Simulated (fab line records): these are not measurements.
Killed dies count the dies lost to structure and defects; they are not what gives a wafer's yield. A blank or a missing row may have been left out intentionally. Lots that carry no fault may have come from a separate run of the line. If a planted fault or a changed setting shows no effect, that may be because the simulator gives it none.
fab line records | flow sky130
[record] lots = 10 wafers = 30 last_day = 50
route steps=708 shown POLY_GATE@204 RES_XHIGH@340 CONTACT@411
lots with no fault: from the same line, run without faults
start_h: hours from the record's opening day to when the first of the lot's shown wafers began | wait_h: how many hours have passed since the lot's step before this one | " the same as in the row above | L1.1+2: a row that stands for several wafers | - no value, or no start given | * or withheld: withheld | < > ~ a bound
route shown NAME@n: NAME is a module with steps in the file, n the number in the route of the first one | usual: the fault-free wafers' mean and standard deviation | same: alike in all rows | chamber/n: place in a boat | sites: readings site by site | _std_site: the values' standard deviation | _edge_site: mean of outer sites minus mean of inner sites | radius_mm: for every site, how far away it sits from the centre of the wafer | mask NAME#n: copy n | behind: the tool/chamber that last shaped the wafer | hold: cause of the lot's hold/its duration in hours/its outcome | device: names the non-switching transistor (n, p or np) | end of line: at the end of the route, the tests of the same wafers | where a step has no rows: the recipe by itself | killed: at the first sort, the dies lost to defects and structure; wafer yield is something else | map: a wafer's dies, x killed, . not, _ none there
set.NAME: setting as actually run; set.NAME@STEP: the setting as run at that earlier step | model.NAME: the simulator's own value behind a step, which no gauge read
the route's steps for a sample of lots (tables are steps, rows are wafers)
services: the hour from which a tool's chamber was out of use, counted from the record's first day as start_h (under 0 if before that day), plus the number of hours and why
[[steps]]
[step SKY_POLY_GATE_CVD_00]
[recipe] material = poly-Si target_thk_nm = 180 temp_c = 620 time_s = 720 pressure_mtorr = 200
[usual] spike_tc_bottom_C = 637.6/1.9 spike_tc_centre_C = 620.4/1.2 spike_tc_lower_C = 621.3/1.1 spike_tc_top_C = 638.9/1.1 spike_tc_upper_C = 619.6/1.6 susceptor_temp_C = 620.02/0.25
// columns lot.wafer tool chamber start_h wait_h spike_tc_bottom_C spike_tc_centre_C spike_tc_lower_C spike_tc_top_C spike_tc_upper_C susceptor_temp_C
L161.1 lpcvd-01 1 358.63 0.0 639.0 620.5 623.0 640.3 618.6 619.61
L161.3 " 1 " " 639.7 622.0 620.4 638.5 618.2 620.05
L161.6 " 1 " " 639.1 621.9 621.7 638.7 617.0 619.75
L163.3 lpcvd-01 1 373.99 0.0 638.9 621.6 621.9 639.1 618.6 619.99
L163.5 " 1 " " 638.9 619.7 621.0 637.0 619.7 620.04
L163.6 " 1 " " 639.3 620.7 622.7 639.3 619.1 620.08
L165.2 lpcvd-01 0 377.69 0.0 635.7 619.8 621.2 638.4 621.0 619.58
L165.4 " 0 " " 637.4 621.3 620.9 639.2 621.3 619.57
L165.6 " 0 " " 637.0 620.9 621.1 640.0 623.4 619.94
L166.4 lpcvd-01 1 400.84 0.0 639.6 619.3 620.0 637.6 619.1 620.02
L166.5 " 1 " " 639.9 621.9 621.8 639.9 619.9 620.08
L166.6 " 1 " " 639.0 621.3 622.1 638.9 618.7 619.79
L167.1 lpcvd-01 0 407.83 0.0 636.5 619.7 622.2 640.8 621.0 620.02
L167.2 " 0 " " 635.6 619.6 619.6 639.6 620.5 619.81
L167.5 " 0 " " 636.6 620.0 619.9 639.4 622.6 619.97
L170.3 lpcvd-01 1 418.69 0.0 628.1 610.2 612.8 628.8 609.1 610.05
L170.5 " 1 " " 629.0 610.1 611.5 627.7 608.2 610.29
L170.6 " 1 " " 628.8 610.1 611.9 630.3 607.1 610.15
L171.2 lpcvd-01 0 438.73 0.0 628.3 610.3 610.2 630.3 612.6 610.68
L171.3 " 0 " " 628.1 611.9 609.1 631.3 612.0 610.33
L171.6 " 0 " " 627.0 608.6 610.9 630.6 610.1 610.52
L179.1 lpcvd-01 1 494.39 0.0 638.4 620.8 620.0 639.3 619.5 620.34
L179.3 " 1 " " 641.1 619.9 621.7 637.9 618.7 620.24
L179.6 " 1 " " 639.6 620.6 620.6 639.4 619.1 620.49
L180.1 lpcvd-01 1 497.33 0.0 638.1 621.5 621.0 640.4 619.0 619.72
L180.5 " 1 " " 637.5 620.7 622.3 639.0 618.2 620.40
L180.6 " 1 " " 639.5 620.1 621.3 639.9 618.8 619.91
L181.2 lpcvd-01 1 504.31 0.0 638.5 621.4 621.5 640.0 619.3 619.75
L181.5 " 1 " " 639.1 622.2 619.7 638.6 619.6 619.84
L181.6 " 1 " " 640.3 620.6 621.1 636.9 618.9 619.96
[step SKY_POLY_GATE_THK_MEAS_01]
[recipe] reads = poly-Si_of_POLY_GATE_CVD_00
[usual] POLY_GATE_CVD_00_THK = 180.6/1.6
// columns lot.wafer tool chamber start_h wait_h POLY_GATE_CVD_00_THK[nm]
L161.1 film_metro-02 - 359.83 0.0 180.6
L161.3 " - " " 181.3
L161.6 " - " " 178.7
L163.3 film_metro-04 - 376.71 0.0 179.5
L163.5 " - " " 180.6
L163.6 " - " " 179.2
L165.2 film_metro-02 - 379.50 0.0 180.3
L165.4 " - " " 181.1
L165.6 " - " " 178.9
L166.4 film_metro-04 - 402.07 0.0 179.7
L166.5 " - " " 179.5
L166.6 " - " " 179.1
L167.1 film_metro-03 - 409.03 0.0 181.0
L167.2 " - " " 179.7
L167.5 " - " " 180.5
L170.3 film_metro-02 - 419.91 0.0 144.2
L170.5 " - " " 142.8
L170.6 " - " " 142.8
L171.2 film_metro-02 - 439.94 0.0 141.9
L171.3 " - " " 141.9
L171.6 " - " " 143.1
L179.1 film_metro-03 - 495.59 0.0 177.6
L179.3 " - " " 179.4
L179.6 " - " " 179.0
L180.1 film_metro-02 - 498.53 0.0 180.3
L180.5 " - " " 178.9
L180.6 " - " " 178.1
L181.2 film_metro-04 - 505.52 0.0 182.5
L181.5 " - " " 182.3
L181.6 " - " " 182.0
[step SKY_POLY_GATE_ETCH_17]
[recipe] target_depth_nm = 180 stop_on = SiO2 over_etch_frac = 0.56667 chemistry = HBr/Cl2 target = poly-Si icp_w = 400 bias_w = 100 pressure_mtorr = 10 HBr_flow_sccm = 150 Cl2_flow_sccm = 50 time_s = 70.5
[usual] drypump_motor_current_A = 5.6/0.46 mfc_cl2_sccm = 50.03/0.16 oes_product_au = 0.989/0.006 throttle_valve_pct = 33.684/0.0095
// columns lot.wafer tool chamber start_h wait_h drypump_motor_current_A mfc_cl2_sccm oes_product_au rf_hours_counter_h throttle_valve_pct
L161.1 rie_si-01 0 419.50 0.0 5.2 50.09 0.992 4 33.682
L161.3 " 1 " " 6.4 49.80 0.997 5 33.691
L161.6 " 2 " " 5.3 50.23 0.980 - 33.687
L163.3 rie_si-01 3 437.82 0.0 5.8 50.01 0.984 7 33.678
L163.5 " 2 " " 5.3 49.98 0.987 - 33.680
L163.6 " 3 " " 5.8 50.21 0.985 - 33.696
L165.2 rie_si-01 0 441.50 0.0 5.2 49.98 0.995 4 33.680
L165.4 " 3 " " 5.8 50.07 0.997 7 33.659
L165.6 " 1 " " 6.4 49.96 0.987 - 33.681
L166.4 rie_si-02 1 466.22 0.0 5.6 50.13 0.987 7 33.686
L166.5 " 0 " " 5.3 49.86 0.985 - 33.682
L166.6 " 3 " " 5.3 50.20 0.975 - 33.669
L167.1 rie_si-01 1 473.32 0.0 6.4 50.15 0.994 6 33.668
L167.2 " 2 " " 5.3 49.87 0.980 3 33.685
L167.5 " 0 " " 5.2 50.10 0.993 - 33.681
L170.3 rie_si-01 3 483.27 0.0 5.8 50.25 0.851 7 33.685
L170.5 " 2 " " 5.3 50.29 0.851 - 33.681
L170.6 " 3 " " 5.8 49.84 0.844 - 33.677
L171.2 rie_si-02 3 503.82 0.0 5.3 49.94 0.842 2 33.675
L171.3 " 1 " " 5.6 50.18 0.845 7 33.691
L171.6 " 1 " " 5.6 50.17 0.845 - 33.706
L180.1 rie_si-02 2 562.34 0.0 6.4 50.09 0.975 2 33.689
L180.5 " 1 " " 5.6 49.90 0.993 - 33.678
L180.6 " 2 " " 6.4 49.84 0.987 - 33.690
L179.1 rie_si-01 2 562.69 0.0 5.3 50.09 0.977 3 33.682
L179.3 " 0 " " 5.2 50.34 0.986 - 33.675
L179.6 " 2 " " 5.3 49.95 0.984 - 33.676
L181.2 rie_si-02 3 568.77 0.0 5.3 50.02 0.994 3 33.686
L181.5 " 0 " " 5.3 49.97 0.990 - 33.684
L181.6 " 1 " " 5.6 50.27 0.992 - 33.690
[step SKY_RES_XHIGH_STRIP_08]
[recipe] chemistry = O2/N2 power_w = 1400 pressure_mtorr = 1500 platen_temp_c = withheld o2_flow_sccm = 3000 n2_flow_sccm = 300 overash_fraction = 0.5
[usual] drypump_motor_current_A = 5.77/0.17 oes_product_au = 0.711/0.0044 strip_time_to_endpoint_s = 14.28/0.038
// columns lot.wafer tool chamber start_h wait_h drypump_motor_current_A oes_product_au rf_hours_counter_h strip_time_to_endpoint_s
L161.1 plasma_asher-01 0 662.56 0.1 5.83 0.704 95 14.29
L161.3 " 1 " " 5.76 0.712 - 14.33
L161.6 " 0 " " 5.84 0.708 - 14.28
L163.3 plasma_asher-02 1 682.04 0.1 5.90 0.706 - 14.28
L163.5 " 1 " " 5.90 0.716 - 14.30
L163.6 " 0 " " 5.54 0.712 - 14.25
L165.2 plasma_asher-01 1 690.58 0.1 5.77 0.714 98 14.29
L165.4 " 1 " " 5.77 0.705 - 14.27
L165.6 " 1 " " 5.79 0.711 - 14.28
L166.4 plasma_asher-03 1 707.81 0.1 5.55 0.715 - 14.32
L166.5 " 0 " " 6.04 0.711 - 14.30
L166.6 " 1 " " 5.57 0.708 - 14.26
L167.1 plasma_asher-02 1 717.38 0.1 5.92 0.708 92 14.25
L167.2 " 0 " " 5.57 0.715 92 14.27
L167.5 " 0 " " 5.55 0.704 - 14.31
L170.3 plasma_asher-01 1 725.14 0.1 5.78 0.711 - 14.29
L170.5 " 1 " " 5.78 0.715 - 14.26
L170.6 " 0 " " 5.82 0.711 - 14.29
L171.2 plasma_asher-03 1 747.59 0.1 5.54 0.714 60 14.29
L171.3 " 1 " " 5.54 0.710 - 14.29
L171.6 " 0 " " 6.02 0.714 - 14.30
L179.1 plasma_asher-02 1 798.11 0.1 5.88 0.710 100 14.26
L179.3 " 0 " " 5.51 0.708 - 14.20
L179.6 " 1 " " 5.90 0.707 - 14.26
L180.1 plasma_asher-01 0 798.18 0.1 5.83 0.715 5 14.26
L180.5 " 0 " " 5.82 0.716 - 14.30
L180.6 " 1 " " 5.78 0.712 - 14.29
L181.2 plasma_asher-03 1 798.48 0.1 5.55 0.712 65 14.25
L181.5 " 0 " " 6.07 0.711 - 14.23
L181.6 " 1 " " 5.56 0.713 - 14.21
[step SKY_CONTACT_BOW_MEAS_05]
[recipe] mode = bow
[usual] CONTACT_BOW = 81/6.7
// columns lot.wafer tool chamber start_h wait_h CONTACT_BOW[um]
L161.1 film_metro-01 - 750.99 0.2 83
L161.3 " - " " 81
L161.6 " - " " 77
L163.3 film_metro-03 - 769.60 0.2 70
L163.5 " - " " 85
L163.6 " - " " 79
L165.2 film_metro-03 - 777.75 0.2 72
L165.4 " - " " 84
L165.6 " - " " 72
L166.4 film_metro-03 - 794.19 0.2 86
L166.5 " - " " 88
L166.6 " - " " 90
L167.1 film_metro-02 - 803.02 0.1 80
L167.2 " - " " 83
L167.5 " - " " 81
L170.3 film_metro-02 - 811.17 0.3 80
L170.5 " - " " 87
L170.6 " - " " 85
L171.2 film_metro-02 - 830.67 0.3 88
L171.3 " - " " 83
L171.6 " - " " 91
L179.1 film_metro-02 - 880.50 0.1 82
L179.3 " - " " 92
L179.6 " - " " 80
L180.1 film_metro-02 - 880.80 0.1 73
L180.5 " - " " 82
L180.6 " - " " 75
L181.2 film_metro-03 - 882.74 0.3 72
L181.5 " - " " 94
L181.6 " - " " 84
[step SKY_CONTACT_STRIP_19]
[recipe] chemistry = O2/N2 power_w = 1400 pressure_mtorr = 1500 platen_temp_c = withheld o2_flow_sccm = 3000 n2_flow_sccm = 300 overash_fraction = 0.5
[usual] drypump_motor_current_A = 5.78/0.19 oes_product_au = 0.381/0.0046 strip_time_to_endpoint_s = 3.621/0.026
// columns lot.wafer tool chamber start_h wait_h drypump_motor_current_A oes_product_au rf_hours_counter_h strip_time_to_endpoint_s
L161.1 plasma_asher-03 1 779.12 - 5.55 0.385 63 3.624
L161.3 " 0 " " 6.04 0.379 - 3.661
L161.6 " 0 " " 6.05 0.387 - 3.634
L163.3 plasma_asher-02 0 795.90 - 5.53 0.386 - 3.590
L163.5 " 0 " " 5.54 0.385 - 3.636
L163.6 " 1 " " 5.90 0.379 - 3.610
L165.2 plasma_asher-01 1 804.85 - 5.76 0.380 6 3.622
L165.4 " 1 " " 5.77 0.381 - 3.588
L165.6 " 0 " " 5.86 0.381 - 3.603
L166.4 plasma_asher-01 1 820.98 - 5.78 0.372 - 3.614
L166.5 " 1 " " 5.78 0.391 - 3.657
L166.6 " 0 " " 5.86 0.379 - 3.639
L167.1 plasma_asher-02 1 827.55 - 5.87 0.384 104 3.651
L167.2 " 0 " " 5.55 0.378 104 3.629
L167.5 " 0 " " 5.53 0.381 - 3.637
L170.3 plasma_asher-03 0 837.30 - 6.04 0.386 - 3.630
L170.5 " 1 " " 5.57 0.382 - 3.638
L170.6 " 0 " " 6.06 0.385 - 3.675
L171.2 plasma_asher-03 0 857.53 - 6.03 0.380 70 3.623
L171.3 " 0 " " 6.03 0.379 - 3.610
L171.6 " 1 " " 5.58 0.377 - 3.626
L179.1 plasma_asher-01 1 906.77 - 5.79 0.378 16 3.606
L179.3 " 1 " " 5.78 0.379 - 3.662
L179.6 " 0 " " 5.85 0.380 - 3.614
L180.1 plasma_asher-03 1 907.00 - 5.55 0.386 76 3.638
L180.5 " 1 " " 5.57 0.381 - 3.666
L180.6 " 0 " " 6.04 0.381 - 3.645
L181.2 plasma_asher-03 0 909.03 - 6.05 0.386 76 3.586
L181.5 " 0 " " 6.03 0.376 - 3.637
L181.6 " 1 " " 5.58 0.377 - 3.599
[[services]]
// columns tool chamber start_h hours kind
rie_si-01 1 345.35 15.9 repair
plasma_asher-01 - 346.18 0.4 repair
plasma_asher-01 - 406.69 1.5 repair
rie_si-01 2 426.25 4.3 repair
plasma_asher-01 - 467.58 2.9 repair
rie_si-01 - 468.08 4.3 pm
plasma_asher-01 - 472.70 2.8 repair
rie_si-01 1 474.15 18.4 repair
plasma_asher-01 - 511.13 0.3 repair
rie_si-01 1 533.92 3.3 repair
plasma_asher-01 - 542.79 3.3 repair
rie_si-01 1 549.97 37.4 repair
plasma_asher-03 - 561.19 14.6 pm
plasma_asher-01 - 615.14 4.3 pm
lpcvd-01 - 699.96 0.8 pm
plasma_asher-01 - 716.09 1.6 repair
plasma_asher-01 - 733.75 9.0 pm
plasma_asher-01 - 740.57 1.8 repair
lpcvd-01 - 774.56 1.6 repair
plasma_asher-03 - 799.71 1.4 repair
plasma_asher-01 - 829.12 1.9 repair
plasma_asher-03 - 845.24 0.6 repair
plasma_asher-01 - 855.66 4.5 repair
plasma_asher-01 - 888.58 2.8 pm
[[key]]
[first_sign] step = SKY_POLY_GATE_CVD_00 reading = susceptor_temp_C direction = down sigmas = 39 usual = * struck = *
[effect] step = SKY_POLY_GATE_CVD_00 reading = spike_tc_lower_C direction = down sigmas = 9.2 usual = 621.3 struck = 611.1
[effect] step = SKY_POLY_GATE_THK_MEAS_01 reading = POLY_GATE_CVD_00_THK direction = down sigmas = 24 usual = 180.6 struck = 142.8
[effect] step = SKY_POLY_GATE_ETCH_17 reading = oes_product_au direction = down sigmas = 24 usual = 0.989 struck = 0.846
met_at SKY_POLY_GATE_CVD_00
struck_lots L170,L171
tester_left_out L170,L171
not_acting_at SKY_RES_XHIGH_STRIP_08,SKY_CONTACT_BOW_MEAS_05,SKY_CONTACT_STRIP_19
onset_between 407.83 418.69
[fault] kind = process_parameter_drift tool = lpcvd-01 chamber = - onset_h = 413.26 steps = SKY_POLY_GATE_CVD_00 channel = temp_c offset = * shape = step end_h = 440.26 stated = *
// tester_left_out: of these lots the tester's yield and bins aren't shown, on N5 and GAA mostly nor the transistor test; their killed dies are dies lost to structure and defects alone, not to doping, threshold or leakage, so they don't give the yield
